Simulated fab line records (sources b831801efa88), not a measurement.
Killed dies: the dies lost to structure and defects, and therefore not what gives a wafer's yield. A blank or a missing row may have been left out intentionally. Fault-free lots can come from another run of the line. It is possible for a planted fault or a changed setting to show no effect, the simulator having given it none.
Which tool was responsible? + flow sky130 + 13 lots, 37 wafers sampled, at 5 steps of a route of 708

WHAT THE GAUGES READ, wafer by wafer
SKY_NWELL_THK_MEAS_02. Usual: NWELL_OXIDATION_THK 9.99 nm, standard deviation 0.18.
| lot  | measured    | on            | NWELL_OXIDATION_THK (nm) | flag |
|------|-------------|---------------|--------------------------|------|
| L450 | day 2 18:20 | film-metro-01 | 10.03 10.19 10.00        |      |
| L451 | day 3 00:40 | film-metro-01 | 10.25 10.10 10.09        |      |
| L452 | day 3 06:00 | film-metro-04 | 9.82 9.69 9.92           |      |
| L453 | day 4 01:26 | film-metro-04 | 9.95 9.89 10.01          |      |
| L454 | day 4 01:31 | film-metro-04 | 9.91 9.93 9.74           |      |
| L456 | day 4 07:29 | film-metro-03 | 9.81 10.08 10.03         |      |
| L457 | day 4 07:29 | film-metro-01 | 9.88 10.06 9.96          |      |
| L459 | day 4 14:14 | film-metro-04 | 10.12 10.01 9.92         |      |
| L461 | day 5 05:16 | film-metro-01 | 10.08 10.02 10.05        |      |
| L463 | day 5 13:26 | film-metro-01 | 9.88 10.14               |      |
| L465 | day 5 22:26 | film-metro-03 | 9.78 9.65                |      |
| L471 | day 7 08:18 | film-metro-03 | 10.08 9.82 9.95          |      |
| L472 | day 7 15:13 | film-metro-04 | 9.95 10.04 10.14         |      |

SKY_VT_ADJUST_HVTP_CD_MEAS_07 targets a cd of 380 nm. Usual: cd-nm at 380.2 nm, with a standard deviation of 2.5.
| lot  | measured     | on        | cd-nm (nm)        | flag |
|------|--------------|-----------|-------------------|------|
| L450 | day 6 09:10  | cd-sem-02 | 381.2 382.5 381.4 |      |
| L451 | day 6 16:32  | cd-sem-02 | 373.9 377.0 377.5 |      |
| L452 | day 7 00:53  | cd-sem-02 | 379.0 376.6 377.8 |      |
| L453 | day 7 23:20  | cd-sem-02 | 378.4 377.1 379.3 |      |
| L454 | day 8 02:10  | cd-sem-02 | 381.2 381.0 380.9 |      |
| L456 | day 8 08:38  | cd-sem-02 | 382.0 382.2 380.9 |      |
| L457 | day 8 08:56  | cd-sem-01 | 379.8 379.6 380.4 |      |
| L459 | day 8 15:19  | cd-sem-02 | 377.8 379.0 378.0 |      |
| L461 | day 9 09:53  | cd-sem-02 | 375.3 377.9 378.2 |      |
| L463 | day 9 22:31  | cd-sem-01 | 378.8 380.3       |      |
| L465 | day 10 08:13 | cd-sem-01 | 382.9 382.7       |      |
| L471 | day 12 01:05 | cd-sem-01 | 380.5 380.7 381.0 |      |
| L472 | day 12 08:04 | cd-sem-01 | 381.4 381.8 381.9 |      |

SKY_POLY_GATE_CD_MEAS_13 targets a cd of 150 nm. Usual: cd-nm at 149.7 nm, with a standard deviation of 1.3.
| lot  | measured     | on        | cd-nm (nm)        | flag |
|------|--------------|-----------|-------------------|------|
| L450 | day 17 03:51 | cd-sem-01 | 150.9 148.5 149.4 |      |
| L451 | day 17 11:16 | cd-sem-02 | 149.1 147.3 147.9 |      |
| L452 | day 17 19:50 | cd-sem-01 | 149.3 147.9 148.8 |      |
| L453 | day 19 01:07 | cd-sem-02 | 151.6 150.5 150.7 |      |
| L454 | day 19 06:29 | cd-sem-01 | 150.2 151.9 152.6 |      |
| L456 | day 19 21:47 | cd-sem-01 | 149.8 150.6 149.5 |      |
| L457 | day 19 18:55 | cd-sem-02 | 148.9 148.2 148.8 |      |
| L459 | day 20 01:51 | cd-sem-02 | 150.0 148.7 150.0 |      |
| L461 | day 21 02:29 | cd-sem-02 | 148.3 148.3 148.2 |      |
| L463 | day 21 21:42 | cd-sem-01 | 128.0 149.6       | OFF  |
| L465 | day 22 08:47 | cd-sem-02 | 129.9 152.9       | OFF  |
| L471 | day 24 14:25 | cd-sem-01 | 149.8 149.2 150.0 |      |
| L472 | day 24 19:01 | cd-sem-02 | 148.3 147.5 147.5 |      |

WHAT TOOL EACH LOT RAN ON (gives the tool, then ch and the chambers of the sampled wafers, and finally the start)
| lot  | SKY_NWELL_STRIP_14                   | SKY_POLY_GATE_EXPOSE_10           |
|------|--------------------------------------|-----------------------------------|
| L450 | plasma-asher-03 ch 0,1, day 4 19:35  | krf-scanner-02 ch 0, day 16 13:19 |
| L451 | plasma-asher-02 ch 0,1, day 5 03:17  | krf-scanner-01 ch 0, day 16 21:11 |
| L452 | plasma-asher-02 ch 1, day 5 09:09    | krf-scanner-02 ch 0, day 17 06:22 |
| L453 | plasma-asher-03 ch 0,1, day 6 06:50  | krf-scanner-01 ch 0, day 18 10:25 |
| L454 | plasma-asher-02 ch 0,1, day 6 08:40  | krf-scanner-02 ch 0, day 18 15:07 |
| L456 | plasma-asher-01 ch 0,1, day 6 14:35  | krf-scanner-01 ch 0, day 19 06:05 |
| L457 | plasma-asher-02 ch 0,1, day 6 14:56  | krf-scanner-01 ch 0, day 19 03:39 |
| L459 | plasma-asher-01 ch 0, day 6 21:53    | krf-scanner-02 ch 0, day 19 10:23 |
| L461 | plasma-asher-02 ch 0,1, day 7 15:15  | krf-scanner-02 ch 0, day 20 11:36 |
| L463 | plasma-asher-02 ch 0, day 8 01:50    | krf-scanner-02 ch 0, day 21 06:16 |
| L465 | plasma-asher-01 ch 1, day 8 10:44    | krf-scanner-02 ch 0, day 21 17:31 |
| L471 | plasma-asher-03 ch 0,1, day 10 01:33 | krf-scanner-02 ch 0, day 23 23:25 |
| L472 | plasma-asher-01 ch 0,1, day 10 08:51 | krf-scanner-02 ch 0, day 24 04:43 |
- SKY_NWELL_STRIP_14: strips in O2/N2.
- SKY_POLY_GATE_EXPOSE_10: exposes mask P1M, target cd 150 nm.

AS READ BY THE TOOLS THEMSELVES (means over the sampled wafers that have a number; for cases with no such wafer, the mark the record gives instead)
SKY_NWELL_STRIP_14. Usual: drypump-motor-current-A 5.4 A, standard deviation 0.39; n2-flow-sccm 300.1 sccm, standard deviation 0.93; oes-product-au 0.722 a.u., standard deviation 0.0047; strip-time-to-endpoint-s 36.91 s, standard deviation 0.099.
| lot  | tool            | drypump-motor-current-A (A) | n2-flow-sccm (sccm) | oes-product-au (a.u.) | strip-time-to-endpoint-s (s) | flag |
|------|-----------------|-----------------------------|---------------------|-----------------------|------------------------------|------|
| L450 | plasma-asher-03 | 5.3                         | 299.4               | 0.721                 | 37.03                        |      |
| L451 | plasma-asher-02 | 5.3                         | 299.0               | 0.719                 | 37.02                        |      |
| L452 | plasma-asher-02 | 5.7                         | 300.3               | 0.721                 | 37.04                        |      |
| L453 | plasma-asher-03 | 5.3                         | 300.8               | 0.727                 | 36.87                        |      |
| L454 | plasma-asher-02 | 5.5                         | 300.2               | 0.721                 | 36.88                        |      |
| L456 | plasma-asher-01 | 5.7                         | 300.0               | 0.725                 | 36.94                        |      |
| L457 | plasma-asher-02 | 5.3                         | 299.2               | 0.721                 | 36.97                        |      |
| L459 | plasma-asher-01 | 6.1                         | 301.3               | 0.725                 | 36.84                        |      |
| L461 | plasma-asher-02 | 5.5                         | 299.1               | 0.719                 | 36.83                        |      |
| L463 | plasma-asher-02 | 5.0                         | 300.0               | 0.726                 | 36.80                        |      |
| L465 | plasma-asher-01 | 5.0                         | 301.1               | 0.722                 | 36.99                        |      |
| L471 | plasma-asher-03 | 5.3                         | 301.4               | 0.726                 | 36.75                        |      |
| L472 | plasma-asher-01 | 5.4                         | 299.8               | 0.726                 | 36.85                        |      |

SKY_POLY_GATE_EXPOSE_10. Usual: exposure-dose-mJ-cm2 at 27.995, with a standard deviation of 0.026.
| lot  | tool           | exposure-dose-mJ-cm2 | flag |
|------|----------------|----------------------|------|
| L450 | krf-scanner-02 | 27.981               |      |
| L451 | krf-scanner-01 | 27.986               |      |
| L452 | krf-scanner-02 | 27.986               |      |
| L453 | krf-scanner-01 | 27.997               |      |
| L454 | krf-scanner-02 | 28.025               |      |
| L456 | krf-scanner-01 | 27.994               |      |
| L457 | krf-scanner-01 | 28.032               |      |
| L459 | krf-scanner-02 | 27.991               |      |
| L461 | krf-scanner-02 | 28.010               |      |
| L463 | krf-scanner-02 | 27.983               |      |
| L465 | krf-scanner-02 | 28.007               |      |
| L471 | krf-scanner-02 | 27.970               |      |
| L472 | krf-scanner-02 | 27.984               |      |

THE ANSWER, worked out from the rows above alone
Rule: lot off if the mean of its wafers having a number is beyond 3 standard deviations from the usual mean. Also off: a lot with no number at a reading for which 4 or more lots have one. The other lots that the step has rows for count as sound. Order of review: gauges by route order, followed by the tools' own readings, for which a lot's mean as printed above is used. The first step at which some lot is off is used, and at that step the reading that is off furthest; a lot without a number counts as furthest.
Off: L463, L465, at SKY_POLY_GATE_CD_MEAS_13 (cd-nm).
A tool fits if, at a process step before that reading, it ran every lot that is off, and no sound lot after the first of them. Gauges at SKY_POLY_GATE_CD_MEAS_13: tried the same way as those tools. Of those tried, none fits.

WHAT THE SIMULATOR HAD PUT IN
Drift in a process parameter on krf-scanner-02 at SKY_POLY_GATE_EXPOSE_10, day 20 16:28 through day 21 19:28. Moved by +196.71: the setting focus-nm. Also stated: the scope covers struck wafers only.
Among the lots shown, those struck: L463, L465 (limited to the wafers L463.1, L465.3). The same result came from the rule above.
